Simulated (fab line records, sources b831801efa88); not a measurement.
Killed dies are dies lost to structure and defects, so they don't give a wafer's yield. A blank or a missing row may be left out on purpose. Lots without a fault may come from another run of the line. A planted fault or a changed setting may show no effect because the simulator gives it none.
fab line records | flow sky130
record lots=11 wafers=33 last_day=50
route steps=708 shown VIA3@588 CAP2M@603 METAL4@633 PAD_OPEN@708
lots that met no fault: from a run of the same line without faults
start_h: hours from the record's first day to the start of the lot's first wafer shown | wait_h: hours since the lot's step before | " the same as in the row above | L1.1+2: a row that stands for several wafers | - no value, or no start given | * or withheld: withheld | < > ~ a bound
route shown NAME@n: a module of which the file shows steps, and the number in the route of the first | usual: mean/standard deviation of fault-free wafers | same: alike in all rows | chamber/n: place in a boat | sites: the reading at each site | _std_site: their standard deviation | _edge_site: outer sites' mean less inner sites' | radius_mm: how far each site lies from the wafer's centre | mask NAME#n: copy n | behind: the tool/chamber that last shaped the wafer | hold: why the lot was held/for how many hours/how that ended | device: the transistor (n, p or np) that didn't switch | end of line: the same wafers' tests at the end of the route | a step without rows: its recipe alone | killed: dies lost to structure and defects at the first sort, not the wafer's yield | map: a wafer's dies, x killed, . not, _ none there
set.NAME: the setting as run; set.NAME@STEP: as run at that earlier step | model.NAME: the simulator's own value behind a step, which no gauge read
steps of the route over a sample of lots; a table a step, a row a wafer
services: from which hour (start_h, from the record's first day; less than 0 if before it) a tool's chamber was out of use, for how many hours, and why
## steps
# step SKY_VIA3_ETCH_15
# recipe target=SiO2 chemistry=C4F8/O2/Ar target_depth_nm=507 stop_on=TiN mask_material=KrF-thick source_w=1500 bias_w=1200 pressure_mtorr=40 c4f8_flow_sccm=withheld O2_flow_sccm=6 Ar_flow_sccm=300 time_s=78
# usual oes_product_au=0.945/0.0052
# columns lot.wafer tool chamber start_h wait_h oes_product_au rf_hours_counter_h
L537.1 rie_diel-01 3 946.36 0.0 0.932 18
L537.4 " 3 " " 0.941 -
L537.5 " 1 " " 0.943 -
L540.2 rie_diel-04 2 971.01 0.0 0.951 23
L540.3 " 3 " " 0.935 16
L540.6 " 2 " " 0.942 -
L541.2 rie_diel-04 2 979.67 0.0 0.946 23
L541.3 " 3 " " 0.938 16
L541.4 " 0 " " 0.949 -
L543.4 rie_diel-04 0 993.04 0.0 0.944 21
L543.5 " 3 " " 0.944 -
L543.6 " 2 " " 0.950 -
L544.1 rie_diel-04 0 1006.97 0.0 0.945 21
L544.3 " 3 " " 0.944 17
L544.5 " 2 " " 0.941 -
L545.2 rie_diel-03 1 1019.27 0.0 0.943 8
L545.3 " 3 " " 0.944 1
L545.4 " 0 " " 0.942 14
L547.2 rie_diel-04 3 1024.89 0.0 0.933 18
L547.4 " 0 " " 0.948 22
L547.5 " 0 " " 0.940 -
L548.2 rie_diel-04 3 1031.48 0.0 0.952 18
L548.3 " 2 " " 0.942 25
L548.5 " 2 " " 0.950 -
L551.2 rie_diel-04 3 1043.57 0.0 0.940 18
L551.3 " 2 " " 0.946 26
L551.6 " 2 " " 0.942 -
L555.3 rie_diel-03 3 1067.93 0.0 0.946 2
L555.4 " 1 " " 0.949 11
L555.5 " 1 " " 0.941 -
L557.2 rie_diel-01 0 1077.88 0.0 0.941 3
L557.4 " 0 " " 0.944 -
L557.6 " 1 " " 0.951 -
# step SKY_VIA3_STRIP_16
# recipe chemistry=O2/N2 power_w=1400 pressure_mtorr=1500 platen_temp_c=withheld o2_flow_sccm=3000 n2_flow_sccm=300 overash_fraction=0.5
# usual drypump_motor_current_A=5.67/0.3 oes_product_au=0.403/0.0045 strip_time_to_endpoint_s=4.165/0.03
# columns lot.wafer tool chamber start_h wait_h drypump_motor_current_A oes_product_au rf_hours_counter_h strip_time_to_endpoint_s
L537.1 plasma_asher-04 1 946.42 0.0 5.88 0.406 84 4.130
L537.4 " 0 " " 5.70 0.400 - 4.125
L537.5 " 0 " " 5.68 0.394 - 4.139
L540.2 plasma_asher-02 0 971.07 0.0 6.09 0.398 24 4.182
L540.3 " 1 " " 5.34 0.411 - 4.174
L540.6 " 0 " " 6.05 0.410 - 4.191
L541.2 plasma_asher-01 0 979.73 0.0 5.33 0.409 53 4.180
L541.3 " 1 " " 5.84 0.407 - 4.175
L541.4 " 0 " " 5.32 0.404 - 4.198
L543.4 plasma_asher-01 1 993.13 0.1 5.83 0.404 - 4.171
L543.5 " 1 " " 5.83 0.397 - 4.142
L543.6 " 0 " " 5.33 0.404 - 4.139
L544.1 plasma_asher-02 0 1007.03 0.0 6.06 0.402 27 4.198
L544.3 " 0 " " 6.04 0.399 - 4.196
L544.5 " 0 " " 6.06 0.402 - 4.185
L545.2 plasma_asher-02 0 1019.33 0.0 6.02 0.409 29 4.182
L545.3 " 0 " " 6.06 0.404 - 4.144
L545.4 " 1 " " 5.34 0.405 - 4.226
L547.2 plasma_asher-04 0 1024.95 0.0 5.66 0.410 91 4.129
L547.4 " 0 " " 5.68 0.406 - 4.166
L547.5 " 1 " " 5.89 0.406 - 4.182
L548.2 plasma_asher-02 1 1031.54 0.0 5.34 0.402 30 4.185
L548.3 " 1 " " 5.33 0.407 - 4.180
L548.5 " 0 " " 6.09 0.401 - 4.186
L551.2 plasma_asher-02 0 1043.63 0.0 6.03 0.396 31 4.175
L551.3 " 1 " " 5.34 0.397 - 4.139
L551.6 " 0 " " 6.08 0.401 - 4.147
L555.3 plasma_asher-01 0 1068.02 0.1 5.34 0.400 - 4.119
L555.4 " 1 " " 5.85 0.406 - 4.136
L555.5 " 0 " " 5.32 0.403 - 4.138
L557.2 plasma_asher-01 1 1077.94 0.0 5.87 0.403 63 4.186
L557.4 " 0 " " 5.32 0.407 - 4.173
L557.6 " 0 " " 5.35 0.407 - 4.208
# step SKY_CAP2M_CVD_00
# recipe material=SiO2 target_thk_nm=15.5 temp_c=400 time_s=withheld rf_w=450
# usual heater_power_w=755/84
# columns lot.wafer tool chamber start_h wait_h heater_power_w
L537.1 pecvd-01 1 947.83 0.0 637
L537.4 " 2 " " 938
L537.5 " 0 " " 649
L540.2 pecvd-03 2 972.49 0.0 852
L540.3 " 1 " " 785
L540.6 " 0 " " 580
L541.2 pecvd-02 2 981.19 0.0 617
L541.3 " 0 " " 833
L541.4 " 0 " " 811
L543.4 pecvd-03 0 994.56 0.0 654
L543.5 " 1 " " 850
L543.6 " 2 " " 740
L544.1 pecvd-03 1 1008.58 0.0 802
L544.3 " 2 " " 792
L544.5 " 0 " " 609
L545.2 pecvd-01 0 1020.74 0.0 761
L545.3 " 2 " " 887
L545.4 " 0 " " 773
L547.2 pecvd-02 1 1026.39 0.0 775
L547.4 " 1 " " 770
L547.5 " 1 " " 770
L548.2 pecvd-02 2 1032.94 0.0 729
L548.3 " 1 " " 669
L548.5 " 2 " " 761
L551.2 pecvd-02 1 1045.03 0.0 768
L551.3 " 2 " " 645
L551.6 " 2 " " 638
L555.3 pecvd-01 2 1069.40 0.0 830
L555.4 " 0 " " 775
L555.5 " 1 " " 742
L557.2 pecvd-02 2 1079.35 0.0 706
L557.4 " 1 " " 705
L557.6 " 2 " " 708
# step SKY_CAP2M_THK_MEAS_01
# recipe reads=SiO2_of_CAP2M_CVD_00
# usual CAP2M_CVD_00_THK=15.63/0.23
# columns lot.wafer tool chamber start_h wait_h CAP2M_CVD_00_THK[nm]
L537.1 film_metro-04 - 947.86 - 15.39
L537.4 " - " " 15.63
L537.5 " - " " 15.81
L540.2 film_metro-01 - 972.52 - 15.62
L540.3 " - " " 15.71
L540.6 " - " " 15.89
L541.2 film_metro-02 - 981.22 - 15.18
L541.3 " - " " 15.18
L541.4 " - " " 15.61
L543.4 film_metro-01 - 994.60 - 15.95
L543.5 " - " " 15.87
L543.6 " - " " 15.65
L544.1 film_metro-04 - 1008.60 - 15.51
L544.3 " - " " 15.50
L544.5 " - " " 15.97
L545.2 film_metro-04 - 1020.79 - 15.76
L545.3 " - " " 15.55
L545.4 " - " " 16.02
L547.2 film_metro-04 - 1026.43 - 15.58
L547.4 " - " " 15.57
L547.5 " - " " 15.75
L548.2 film_metro-01 - 1032.98 - 15.20
L548.3 " - " " 15.73
L548.5 " - " " 15.73
L551.2 film_metro-01 - 1045.07 - 15.62
L551.3 " - " " 15.55
L551.6 " - " " 15.76
L555.3 film_metro-04 - 1069.44 - 15.19
L555.4 " - " " 15.84
L555.5 " - " " 15.71
L557.2 film_metro-01 - 1079.38 - 15.77
L557.4 " - " " 9.68
L557.6 " - " " 15.57
# step SKY_CAP2M_RS_MEAS_03
# recipe thk_meas_gauge=four-point-probe reads=TiN_of_CAP2M_SPUTTER_02
# usual CAP2M_TIN_RS=6.88/0.083
# columns lot.wafer tool chamber start_h wait_h CAP2M_TIN_RS[ohm/sq]
L537.1 film_metro-01 - 948.02 0.1 6.79
L537.4 " - " " 6.73
L537.5 " - " " 6.90
L540.2 film_metro-02 - 972.70 0.1 6.95
L540.3 " - " " 6.78
L540.6 " - " " 6.94
L541.2 film_metro-02 - 981.40 0.1 6.97
L541.3 " - " " 6.91
L541.4 " - " " 6.87
L543.4 film_metro-02 - 994.80 0.1 6.86
L543.5 " - " " 6.81
L543.6 " - " " 6.72
L544.1 film_metro-01 - 1008.77 0.1 6.89
L544.3 " - " " 6.82
L544.5 " - " " 6.85
L545.2 film_metro-01 - 1020.96 0.1 6.85
L545.3 " - " " 6.83
L545.4 " - " " 6.80
L547.2 film_metro-02 - 1026.61 0.1 6.94
L547.4 " - " " 6.89
L547.5 " - " " 6.87
L548.2 film_metro-02 - 1033.16 0.1 6.83
L548.3 " - " " 6.94
L548.5 " - " " 6.82
L551.2 film_metro-01 - 1045.25 0.1 6.84
L551.3 " - " " 6.99
L551.6 " - " " 7.00
L555.3 film_metro-01 - 1069.63 0.1 6.93
L555.4 " - " " 6.79
L555.5 " - " " 6.92
L557.2 film_metro-02 - 1079.56 0.1 7.04
L557.4 " - " " 6.96
L557.6 " - " " 6.98
# step SKY_METAL4_ETCH_17
# recipe target=SiO2 stop_on=TiN chemistry=C4F8/O2/Ar source_w=1500 bias_w=1200 pressure_mtorr=40 c4f8_flow_sccm=withheld O2_flow_sccm=6 Ar_flow_sccm=300 time_s=3.9 target_depth_a=150
# usual oes_product_au=0.758/0.0071
# columns lot.wafer tool chamber start_h wait_h oes_product_au rf_hours_counter_h
L537.1 rie_diel-04 2 996.21 0.1 0.756 24
L537.4 " 0 " " 0.753 21
L537.5 " 1 " " 0.758 -
L540.2 rie_diel-01 0 1020.23 0.1 0.761 2
L540.3 " 3 " " 0.761 21
L540.6 " 0 " " 0.757 -
L541.2 rie_diel-01 2 1028.06 0.1 0.748 29
L541.3 " 0 " " 0.747 2
L541.4 " 3 " " 0.751 21
L543.4 rie_diel-01 3 1039.91 0.0 0.766 21
L543.5 " 1 " " 0.761 -
L543.6 " 2 " " 0.757 -
L544.1 rie_diel-01 1 1053.63 0.1 0.754 26
L544.3 " 2 " " 0.760 30
L544.5 " 2 " " 0.772 -
L545.2 rie_diel-01 0 1065.28 0.1 0.760 3
L545.3 " 2 " " 0.753 30
L545.4 " 3 " " 0.763 22
L547.2 rie_diel-04 3 1070.71 0.1 0.757 19
L547.4 " 1 " " 0.761 9
L547.5 " 0 " " 0.756 -
L548.2 rie_diel-04 1 1076.33 0.1 0.750 9
L548.3 " 0 " " 0.760 23
L548.5 " 3 " " 0.763 -
L551.2 rie_diel-02 3 1089.01 0.1 0.761 14
L551.3 " 0 " " 0.752 11
L551.6 " 0 " " 0.766 -
L555.3 rie_diel-01 1 1111.84 0.0 0.751 27
L555.4 " 3 " " 0.767 23
L555.5 " 1 " " 0.761 -
L557.2 rie_diel-04 1 1120.66 0.1 0.766 11
L557.4 " 0 " " 0.614 25
L557.6 " 0 " " 0.745 -
# step SKY_PAD_OPEN_PROBE_99
# usual defect_limited_yield=82.3/1.9 killed_at_M0_to_M3=44/6.9 killed_at_M4_up=3.3/2.1 killed_at_contacts=24/4.8 killed_at_front_end=15/4.4 killed_at_other=0.2/0.48 killed_dies=87/9.5 killed_open=48/6.5 killed_short=39/6.3
# same gross_dies=492 killed_at_back_side=0
# columns lot.wafer tool chamber start_h wait_h defect_limited_yield[%] killed_at_M0_to_M3 killed_at_M4_up killed_at_contacts killed_at_front_end killed_at_other killed_dies killed_open killed_short
L537.1 prober-01 - 1089.40 0.1 86.6 32 3 18 13 0 66 39 27
L537.4 prober-01 - 1089.55 0.2 85.8 44 3 15 8 0 70 41 29
L537.5 prober-01 - 1089.60 0.2 78.0 56 9 24 19 0 108 53 55
L543.4 prober-01 - 1127.97 0.2 79.3 59 4 26 12 1 102 54 48
L543.5 prober-01 - 1128.02 0.2 81.3 55 2 22 13 0 92 59 33
L543.6 prober-01 - 1128.07 0.2 78.9 60 1 30 13 0 104 56 48
L545.2 prober-01 - 1152.20 0.1 82.5 44 5 22 15 0 86 50 36
L545.3 prober-01 - 1152.25 0.2 83.7 40 2 26 12 0 80 43 37
L545.4 prober-01 - 1152.30 0.2 81.5 50 6 20 15 0 91 50 41
L547.2 prober-01 - 1155.21 0.1 82.5 49 2 25 10 0 86 49 37
L547.4 prober-01 - 1155.31 0.2 82.1 51 1 24 12 0 88 47 41
L547.5 prober-01 - 1155.36 0.2 82.7 47 1 28 9 0 85 46 39
L548.2 prober-02 - 1161.21 0.1 80.5 51 5 29 11 0 96 53 43
L548.3 prober-02 - 1161.26 0.2 80.7 50 0 28 17 0 95 49 46
L548.5 prober-02 - 1161.36 0.2 82.9 45 5 17 16 1 84 45 39
L555.3 prober-01 - 1189.16 0.2 82.5 54 5 18 9 0 86 48 37
L555.4 prober-01 - 1189.21 0.2 81.3 40 6 35 10 1 92 44 47
L555.5 prober-01 - 1189.26 0.2 82.7 41 1 21 20 2 85 46 39
# killed by level:class
L537.1 VIA1:geometric_particle:open=13 LI_CONTACT:geometric_particle:open=9 CONTACT:geometric_particle:open=5 POLY_GATE:geometric_particle:short=4 POLY_GATE:geometric_particle:open=4 VIA1:geometric_particle:short=4 VIA2:geometric_particle:open=3 FIELD_ISO:geometric_particle:short=2
L537.4 VIA1:geometric_particle:open=13 CONTACT:geometric_particle:open=7 VIA3:geometric_particle:open=7 METAL2:geometric_particle:short=6 CONTACT:geometric_particle:short=5 VIA2:geometric_particle:open=5 VIA1:geometric_particle:short=4 VIA3:geometric_particle:short=4
L537.5 VIA1:geometric_particle:open=15 LI_CONTACT:geometric_particle:open=9 VIA1:geometric_particle:short=9 METAL4:geometric_particle:short=9 VIA2:geometric_particle:open=8 FIELD_ISO:geometric_particle:short=7 CONTACT:geometric_particle:short=7 CONTACT:geometric_particle:open=7
L543.4 VIA1:geometric_particle:open=21 CONTACT:geometric_particle:open=9 CONTACT:geometric_particle:short=8 FIELD_ISO:geometric_particle:open=7 VIA1:geometric_particle:short=7 METAL1:geometric_particle:short=6 LI_CONTACT:geometric_particle:open=5 VIA2:geometric_particle:short=5
L543.5 VIA3:geometric_particle:open=14 LI_CONTACT:geometric_particle:open=12 VIA1:geometric_particle:open=11 VIA3:geometric_particle:short=9 VIA2:geometric_particle:open=7 FIELD_ISO:geometric_particle:open=5 METAL2:geometric_particle:short=3 METAL1:geometric_particle:short=3
L543.6 VIA1:geometric_particle:open=12 CONTACT:geometric_particle:open=9 LI_CONTACT:geometric_particle:open=9 VIA3:geometric_particle:open=9 VIA1:geometric_particle:short=9 VIA2:geometric_particle:open=9 METAL1:geometric_particle:short=6 LOCAL_INTERCONNECT:geometric_particle:short=5
L545.2 VIA3:geometric_particle:open=10 VIA1:geometric_particle:open=8 FIELD_ISO:geometric_particle:open=6 FIELD_ISO:geometric_particle:short=6 LI_CONTACT:geometric_particle:open=6 VIA2:geometric_particle:open=6 CONTACT:geometric_particle:open=6 METAL1:geometric_particle:short=4
L545.3 VIA1:geometric_particle:open=10 LI_CONTACT:geometric_particle:open=8 CONTACT:geometric_particle:open=7 VIA1:geometric_particle:short=6 VIA3:geometric_particle:open=5 POLY_GATE:geometric_particle:short=4 LOCAL_INTERCONNECT:geometric_particle:short=4 METAL1:geometric_particle:short=4
L545.4 VIA1:geometric_particle:open=9 CONTACT:geometric_particle:open=7 METAL1:geometric_particle:short=7 VIA3:geometric_particle:open=7 POLY_GATE:geometric_particle:open=6 VIA2:geometric_particle:open=6 CONTACT:geometric_particle:short=5 VIA1:geometric_particle:short=5
L547.2 VIA1:geometric_particle:open=14 CONTACT:geometric_particle:open=10 LI_CONTACT:geometric_particle:open=7 VIA2:geometric_particle:short=6 VIA3:geometric_particle:open=5 METAL1:geometric_particle:short=5 METAL2:geometric_particle:short=5 VIA2:geometric_particle:open=5
L547.4 CONTACT:geometric_particle:open=13 VIA1:geometric_particle:open=12 CONTACT:geometric_particle:short=7 METAL2:geometric_particle:short=7 METAL1:geometric_particle:short=7 VIA2:geometric_particle:open=7 VIA2:geometric_particle:short=5 VIA3:geometric_particle:open=4
L547.5 CONTACT:geometric_particle:open=11 VIA1:geometric_particle:open=8 VIA3:geometric_particle:open=7 METAL2:geometric_particle:short=6 CONTACT:geometric_particle:short=5 VIA2:geometric_particle:open=5 METAL3:geometric_particle:short=5 LI_CONTACT:geometric_particle:open=4
L548.2 VIA1:geometric_particle:open=15 LI_CONTACT:geometric_particle:open=12 CONTACT:geometric_particle:open=8 METAL1:geometric_particle:short=8 CONTACT:geometric_particle:short=6 FIELD_ISO:geometric_particle:short=5 VIA2:geometric_particle:open=5 VIA1:geometric_particle:short=5
L548.3 CONTACT:geometric_particle:open=10 VIA1:geometric_particle:open=9 VIA2:geometric_particle:open=8 LOCAL_INTERCONNECT:geometric_particle:short=7 METAL1:geometric_particle:short=7 METAL2:geometric_particle:short=6 VIA1:geometric_particle:short=6 VIA3:geometric_particle:open=6
L548.5 LI_CONTACT:geometric_particle:open=8 VIA1:geometric_particle:open=8 VIA1:geometric_particle:short=7 METAL2:geometric_particle:short=7 VIA2:geometric_particle:open=6 VIA3:geometric_particle:open=6 CONTACT:geometric_particle:open=5 VIA2:geometric_particle:short=5
L555.3 VIA1:geometric_particle:open=12 VIA3:geometric_particle:open=10 CONTACT:geometric_particle:open=8 VIA1:geometric_particle:short=6 METAL3:geometric_particle:short=6 VIA3:geometric_particle:short=6 POLY_GATE:geometric_particle:open=5 VIA2:geometric_particle:open=4
L555.4 LI_CONTACT:geometric_particle:open=11 CONTACT:geometric_particle:open=10 CONTACT:geometric_particle:short=9 METAL1:geometric_particle:short=8 VIA2:geometric_particle:open=5 METAL4:geometric_particle:short=5 VIA1:geometric_particle:open=4 METAL2:geometric_particle:short=4
L555.5 VIA1:geometric_particle:open=10 CONTACT:geometric_particle:open=8 POLY_GATE:geometric_particle:short=6 POLY_GATE:geometric_particle:open=5 LOCAL_INTERCONNECT:geometric_particle:short=5 VIA2:geometric_particle:open=5 VIA3:geometric_particle:short=5 VIA3:geometric_particle:open=5
## services
# columns tool chamber start_h hours kind
rie_diel-01 2 926.76 5.8 repair
rie_diel-01 1 927.84 7.1 repair
plasma_asher-02 - 930.14 2.8 repair
rie_diel-04 3 940.00 16.2 repair
pecvd-03 - 943.70 0.3 repair
rie_diel-04 1 944.27 45.8 repair
pecvd-02 2 949.10 2.3 repair
rie_diel-04 - 960.90 0.2 repair
plasma_asher-04 - 962.06 0.3 repair
pecvd-01 2 963.91 6.5 repair
rie_diel-04 0 974.19 5.4 repair
pecvd-03 0 985.48 8.2 repair
pecvd-02 - 987.38 1.4 repair
rie_diel-01 1 995.48 9.3 repair
rie_diel-01 2 1015.28 5.0 repair
pecvd-02 2 1015.77 15.5 repair
rie_diel-04 0 1058.53 6.8 repair
pecvd-01 - 1078.07 2.1 repair
rie_diel-01 - 1083.40 28.1 pm
rie_diel-04 1 1097.60 3.7 repair
pecvd-02 - 1098.35 0.6 repair
plasma_asher-02 - 1098.79 30.3 repair
plasma_asher-01 - 1108.41 0.9 repair
pecvd-01 - 1111.47 14.6 pm
## key
first_sign step=SKY_CAP2M_THK_MEAS_01 reading=CAP2M_CVD_00_THK direction=down sigmas=26 usual=15.63 struck=9.68
effect step=SKY_METAL4_ETCH_17 reading=oes_product_au direction=down sigmas=20 usual=0.758 struck=0.614
met_at SKY_CAP2M_CVD_00
struck_lots L557
struck_wafers L557.4
not_acting_at SKY_VIA3_ETCH_15,SKY_VIA3_STRIP_16,SKY_CAP2M_RS_MEAS_03
onset_between 1045.03 1079.35
fault kind=process_parameter_drift tool=pecvd-02 chamber=- onset_h=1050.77 steps=SKY_CAP2M_CVD_00 channel=target_thk_nm offset=-6.1162 shape=step end_h=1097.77 scope=struck_wafers_only acts_in=these_recipes_only stated=15.5
